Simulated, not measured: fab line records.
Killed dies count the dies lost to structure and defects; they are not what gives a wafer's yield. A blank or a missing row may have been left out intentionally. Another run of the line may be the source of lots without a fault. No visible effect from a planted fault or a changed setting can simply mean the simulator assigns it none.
The tool behind it: which one? | flow sky130 | 11 lots, 33 wafers sampled, at 5 steps of a route of 708

WHAT THE GAUGES READ, wafer by wafer
SKY_LI_CONTACT_THK_MEAS_23: measures by xrf. Usual: LI_CONTACT_W_THK gives 403 nm (standard deviation 5.8).
lot  | measured     | on            | LI_CONTACT_W_THK (nm) | flag
L328 | day 29 04:31 | film metro-01 | 401 404 404           |
L330 | day 29 12:34 | film metro-04 | 409 403 405           |
L331 | day 29 23:05 | film metro-03 | 400 400 390           |
L332 | day 30 05:43 | film metro-03 | 401 394 396           |
L333 | day 31 06:11 | film metro-01 | 407 415 413           |
L335 | day 31 17:52 | film metro-04 | 407 409 408           |
L336 | day 32 12:56 | film metro-01 | 399 403 406           |
L338 | day 33 02:02 | film metro-01 | 409 416 413           |
L343 | day 34 19:35 | film metro-04 | 399 400 401           |
L344 | day 34 20:50 | film metro-03 | 403 402 402           |
L351 | day 36 14:17 | film metro-03 | 407 411 405           |

SKY_LOCAL_INTERCONNECT_RS_MEAS_01: uses a four-point probe to measure. Usual: LOCAL_INTERCONNECT_TIN_RS gives 14.51 ohm/sq (standard deviation 0.14).
lot  | measured     | on            | LOCAL_INTERCONNECT_TIN_RS (ohm/sq) | flag
L328 | day 29 04:56 | film metro-01 | 14.79 14.77 14.73                  |
L330 | day 29 12:59 | film metro-02 | 14.58 14.51 14.45                  |
L331 | day 29 23:32 | film metro-02 | 14.43 14.41 14.38                  |
L332 | day 30 06:09 | film metro-02 | 14.63 14.73 14.60                  |
L333 | day 31 06:36 | film metro-04 | 14.32 14.38 14.38                  |
L335 | day 31 18:18 | film metro-04 | 14.50 14.65 14.55                  |
L336 | day 32 13:22 | film metro-01 | 14.33 14.16 14.31                  |
L338 | day 33 02:28 | film metro-04 | 14.31 14.31 14.38                  |
L343 | day 34 20:02 | film metro-04 | 14.71 14.58 14.69                  |
L344 | day 34 21:16 | film metro-02 | 14.34 14.36 14.34                  |
L351 | day 36 14:44 | film metro-01 | 14.52 14.46 14.56                  |

SKY_CONTACT_THK_MEAS_01. Usual: CONTACT_CVD_00_THK gives 75.2 nm (standard deviation 1).
lot  | measured     | on            | CONTACT_CVD_00_THK (nm) | flag
L328 | day 30 10:21 | film metro-02 | 73.3 73.5 74.6          |
L330 | day 30 17:38 | film metro-04 | 74.4 75.9 75.3          |
L331 | day 31 03:54 | film metro-04 | 74.1 76.3 75.0          |
L332 | day 31 10:35 | film metro-03 | 74.0 75.1 75.3          |
L333 | day 32 10:34 | film metro-02 | 74.5 74.7 75.0          |
L335 | day 32 21:55 | film metro-03 | 74.9 76.6 75.2          |
L336 | day 33 17:40 | film metro-04 | 150.5 150.6 150.2       | OFF
L338 | day 34 06:10 | film metro-02 | 149.4 152.4 151.0       | OFF
L343 | day 35 22:53 | film metro-04 | 73.4 75.6 75.2          |
L344 | day 36 00:54 | film metro-02 | 75.0 76.7 75.7          |
L351 | day 37 17:31 | film metro-02 | 72.9 75.8 76.3          |

WHICH TOOL RAN EACH LOT (tool, then ch and the chambers of the sampled wafers, then the start)
lot  | SKY_LOCAL_INTERCONNECT_ETCH_13    | SKY_CONTACT_CVD_00
L328 | rie metal-01 ch 0,1, day 30 09:37 | pecvd-02 ch 0,1,2, day 30 10:19
L330 | rie metal-01 ch 1, day 30 16:46   | pecvd-03 ch 0,1, day 30 17:35
L331 | rie metal-01 ch 1, day 31 03:01   | pecvd-03 ch 0,2, day 31 03:51
L332 | rie metal-03 ch 1, day 31 09:47   | pecvd-03 ch 1,2, day 31 10:32
L333 | rie metal-03 ch 0, day 32 09:43   | pecvd-01 ch 0,2, day 32 10:32
L335 | rie metal-02 ch 0,1, day 32 21:10 | pecvd-03 ch 0,1, day 32 21:53
L336 | rie metal-03 ch 0,1, day 33 16:43 | pecvd-02 ch 0,1,2, day 33 17:00
L338 | rie metal-03 ch 0,1, day 34 05:14 | pecvd-03 ch 0,1,2, day 34 05:55
L343 | rie metal-03 ch 0,1, day 35 22:04 | pecvd-02 ch 0,2, day 35 22:50
L344 | rie metal-01 ch 0, day 36 00:02   | pecvd-01 ch 0,1,2, day 36 00:52
L351 | rie metal-01 ch 0,1, day 37 16:47 | pecvd-02 ch 0,2, day 37 17:28
- SKY_LOCAL_INTERCONNECT_ETCH_13: etches BARC in N2/H2, stops on SiO2, time 45.9 s, target depth 60 nm.
- SKY_CONTACT_CVD_00: deposits Si3N4, target thk 75 nm.

WHAT THE TOOLS THEMSELVES READ (means of the sampled wafers that have a number; where no wafer has one, the mark that the record gives instead)
SKY_LOCAL_INTERCONNECT_ETCH_13. Usual: drypump motor current A 5.8 A, standard deviation 0.39; n2 flow sccm 100.0 sccm, standard deviation 0.31; oes product au 0.855 a.u., standard deviation 0.0049; throttle valve pct 13.507 %, standard deviation 0.0093.
lot  | tool         | drypump motor current A (A) | n2 flow sccm (sccm) | oes product au (a.u.) | throttle valve pct (%) | flag
L328 | rie metal-01 | 5.9                         | 100.2               | 0.856                 | 13.517                 |
L330 | rie metal-01 | 6.0                         | 99.8                | 0.856                 | 13.513                 |
L331 | rie metal-01 | 6.0                         | 100.1               | 0.852                 | 13.513                 |
L332 | rie metal-03 | 5.6                         | 100.0               | 0.856                 | 13.510                 |
L333 | rie metal-03 | 6.1                         | 99.8                | 0.853                 | 13.510                 |
L335 | rie metal-02 | 6.0                         | 100.1               | 0.851                 | 13.505                 |
L336 | rie metal-03 | 5.8                         | 99.9                | 0.855                 | 13.499                 |
L338 | rie metal-03 | 6.0                         | 100.3               | 0.856                 | 13.511                 |
L343 | rie metal-03 | 6.0                         | 100.0               | 0.849                 | 13.499                 |
L344 | rie metal-01 | 5.6                         | 100.1               | 0.859                 | 13.507                 |
L351 | rie metal-01 | 5.9                         | 99.9                | 0.858                 | 13.505                 |

SKY_CONTACT_CVD_00. Usual: 724 W for heater power w, sd 97.
lot  | tool     | heater power w (W) | flag
L328 | pecvd-02 | 768                |
L330 | pecvd-03 | 755                |
L331 | pecvd-03 | 721                |
L332 | pecvd-03 | 758                |
L333 | pecvd-01 | 695                |
L335 | pecvd-03 | 660                |
L336 | pecvd-02 | 664                |
L338 | pecvd-03 | 686                |
L343 | pecvd-02 | 634                |
L344 | pecvd-01 | 728                |
L351 | pecvd-02 | 671                |

THE ANSWER, worked out from the rows above alone
Rule: take the mean of a lot's wafers that have a number; if it is more than 3 standard deviations from the usual mean, the lot is off. A lot without any number at a reading at which 4 lots or more have one is off too. The other lots that the step has rows for count as sound. Order of review: gauges by route order, followed by the tools' own readings, for which a lot's mean as printed above is used. The first step at which some lot is off is used, and at that step the reading that is off furthest; a lot without a number counts as furthest.
Off: L336, L338, seen at SKY_CONTACT_THK_MEAS_01 (CONTACT_CVD_00_THK).
If a tool, at a process step before that reading, ran all the lots that are off and no sound lot after the first of them, it fits. Gauges at SKY_CONTACT_THK_MEAS_01: tried the same way as those tools. Not one of the candidates tried fits.

WHAT THE SIMULATOR HAD PUT IN
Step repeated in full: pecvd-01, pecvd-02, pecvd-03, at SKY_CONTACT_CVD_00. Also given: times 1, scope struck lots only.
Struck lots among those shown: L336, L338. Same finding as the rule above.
